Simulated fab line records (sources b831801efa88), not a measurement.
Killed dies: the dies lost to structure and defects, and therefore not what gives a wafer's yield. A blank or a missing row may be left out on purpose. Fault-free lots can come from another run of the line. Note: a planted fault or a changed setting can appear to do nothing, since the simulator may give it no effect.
Comparing a struck lot with a sound one || flow gf180mcu || 15 out of 602 route steps
Sound: these wafers, L293.1, L293.3, L293.4. The struck wafers were L300.1, L300.2, L300.6. Last of all comes the cause.
For every step that has rows: the tool of each side, followed by ch and its chambers, followed by its first start. Under that, the readings that differ: sound wafers || struck wafers || difference of the means || sigmas: that difference in standard deviations of wafers without a fault.
alike: words and numbers the same on both sides, and readings whose means are apart by under 2 such deviations; not compared: readings that were withheld, readings missing a value for some wafer, numbers with overlapping values and no deviation given by the record, and bounds like >300 which may hide the same value.
Wherever a step has rows on one side only, a row that says differs or no value, or a row with sigmas, the two part there. Non-overlapping numbers with no deviation appear without sigmas and do not part them. Lack of a reading on every wafer of one side parts them only where that side has two or more wafers.

first, 6 steps without rows for these wafers: GF_DNWELL_COAT_02 (resist thk 3000 nm); GF_DNWELL_SOFTBAKE_03; GF_DNWELL_EXPOSE_04 (exposes mask DNWELL, target cd 1700 nm); GF_DNWELL_PEB_05; GF_DNWELL_DEVELOP_06 (develop time 60 s); GF_DNWELL_IMPLANT_07.
GF_DNWELL_STRIP_08: strips in O2/N2.
  sound on plasma_asher-01 ch 0,1, day 3 00:02; struck on plasma_asher-04 ch 0,1, day 4 14:32
  alike: drypump_motor_current_A, heater_power_w, oes_product_au, strip_time_to_endpoint_s
  not compared: rf_hours_counter_h
GF_DNWELL_TW_MEAS_09:
  struck on film_metro-03, day 4 14:38; sound on film_metro-02, day 3 00:08
  alike: DNWELL_TW
then, 4 steps without rows for these wafers: GF_NWELL_DEHYDRATE_00 (time 60 s); GF_NWELL_HMDS_01 (prime time 60 s); GF_NWELL_COAT_02 (resist thk 3000 nm); GF_NWELL_SOFTBAKE_03.
GF_NWELL_EXPOSE_04: exposes mask Nwell, target cd 860 nm.
  sound on iline_stepper-01 ch 0, day 3 07:02; struck on iline_stepper-01 ch 0, day 4 21:47
{"reading": "mask", "sound": "Nwell#0 Nwell#0 Nwell#0", "struck": "Nwell_R1#0 Nwell_R1#0 Nwell_R1#0", "difference": "differs", "sigmas": ""}
  alike: exposure_dose_mJ_cm2
after that, 1 step had no rows for these wafers: GF_NWELL_PEB_05.
-- the record jumps here: 26 days lie between the struck wafers' starts before and after (it left off in module NWELL and takes up again in module PASSIVATION, whose first step shown is number 602 of the route) --
GF_PASSIVATION_PROBE_99:
  struck on prober-02, day 31 07:38; sound on prober-01, day 29 11:58
{"reading": "model.etest.pwell_in_dnwell.line_ohm_um", "sound": "3913 4062 4099", "struck": "4701 4748 4830", "difference": "+735", "sigmas": ""}
{"reading": "model.etest.ldpmos_10p0.r_on_ohm_um", "sound": "1.101e+04 1.103e+04 1.105e+04", "struck": "1.154e+04 1.131e+04 1.14e+04", "difference": "+3.867e+02", "sigmas": ""}
{"reading": "model.etest.pwell_in_dnwell.width_nm (nm)", "sound": "602.8 600.8 600.8", "struck": "505.9 505.9 504.1", "difference": -96.2, "sigmas": ""}
{"reading": "model.etest.nwell.width_nm (nm)", "sound": "856.2 859.2 855.5", "struck": "899.5 897.4 899.9", "difference": "+42.0", "sigmas": ""}
{"reading": "model.etest.ldpmos_10p0.drive_ua_um", "sound": "263.6 265 264.6", "struck": "251.4 259.3 255.9", "difference": -8.9, "sigmas": ""}

== WHERE THEY PART ==
GF_NWELL_EXPOSE_04 only, going by this record.

WHY: what had been put in by the simulator
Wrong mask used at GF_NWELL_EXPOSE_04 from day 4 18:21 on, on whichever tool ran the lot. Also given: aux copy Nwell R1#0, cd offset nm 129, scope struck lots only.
